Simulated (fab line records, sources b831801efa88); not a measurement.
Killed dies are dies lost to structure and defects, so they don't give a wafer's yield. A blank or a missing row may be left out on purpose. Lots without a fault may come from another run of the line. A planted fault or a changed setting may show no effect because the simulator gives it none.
One fault seen from 2 desks | flow gf180mcu | each desk has only its own numbers; what lay behind them comes last

THE TOOL OWNER'S DESK: cvd_w-01
The tool's own readings at GF_CONTACT_CVD_24 (deposits W, target thk 300 nm, time 90.339 s): means of the sampled wafers that have a number, for each lot that ran on this tool. A lot is out of limits, marked OUT, if its mean lies more than 4 standard deviations from the usual mean; the brackets give that distance.
Columns: A = heater_power_w at GF_CONTACT_CVD_24, usual 944 W
lot  | first seen here | A
L394 | day 15 21:25    | 1005
L395 | day 16 07:12    | 991
L397 | day 17 06:02    | 1002
L398 | day 17 15:49    | 1071
L406 | day 20 14:19    | 1005
L407 | day 20 23:34    | 1006
L410 | day 21 23:36    | 1030
This desk's finding: nothing out of limits on any of the 7 lots.

THE METROLOGY DESK
What the gauges read, lot by lot, whatever tool the lot ran on: means of the sampled wafers that have a number. A lot is out of limits, marked OUT, if its mean lies more than 4 standard deviations from the usual mean; the brackets give that distance.
Columns: A = cd_nm at GF_SAB_CD_MEAS_09, usual 419.9 nm; B = CONTACT_CVD_02_THK at GF_CONTACT_THK_MEAS_03, usual 857 nm; C = CONTACT_W_RS at GF_CONTACT_RS_MEAS_25, usual 0.387 ohm/sq; D = CONTACT_W_THK at GF_CONTACT_THK_MEAS_26, usual 295 nm
lot  | first seen here | A     | B   | C                | D
L394 | day 14 21:16    | 417.3 | 860 | 0.387            | 294
L395 | day 15 06:52    | 418.6 | 860 | 0.384            | 295
L397 | day 16 04:52    | 417.5 | 857 | 0.386            | 299
L398 | day 16 13:59    | 420.4 | 850 | 0.382            | 302
L400 | day 17 13:25    | 422.6 | 859 | 0.386            | 294
L405 | day 19 03:25    | 419.1 | 856 | 0.389            | 294
L406 | day 19 11:53    | 419.4 | 867 | 0.388            | 295
L407 | day 19 21:10    | 420.3 | 865 | 0.429 (+9.7) OUT | 268 (-7.4) OUT
L408 | day 20 10:03    | 421.4 | 848 | 0.389            | 296
L410 | day 20 21:11    | 422.7 | 849 | 0.422 (+8.2) OUT | 275 (-5.5) OUT
L414 | day 22 04:25    | 419.6 | 858 | 0.390            | 297
L417 | day 23 07:20    | 421.4 | 852 | 0.385            | 297
This desk's finding: out of limits on L407, L410; first on L407, day 20 23:41 (CONTACT_W_RS at GF_CONTACT_RS_MEAS_25). In limits: L394, L395, L397, L398, L400, L405, L406, L408, L414, L417.

PUT TOGETHER
The metrology desk could have raised an alarm at day 20 23:41, on L407, L410.
The tool owner's desk saw nothing out of limits.
The tool owner's desk has L407, L410 on record, within its limits.
Of the lots named, all ran GF_CONTACT_CVD_24 on cvd_w-01.

WHAT THE SIMULATOR HAD PUT IN
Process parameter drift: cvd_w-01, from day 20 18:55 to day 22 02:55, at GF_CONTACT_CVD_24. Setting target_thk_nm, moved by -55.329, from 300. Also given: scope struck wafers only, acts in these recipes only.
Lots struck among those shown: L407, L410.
Hours from the fault's start to each desk's first reading out of limits: the metrology desk, 5.
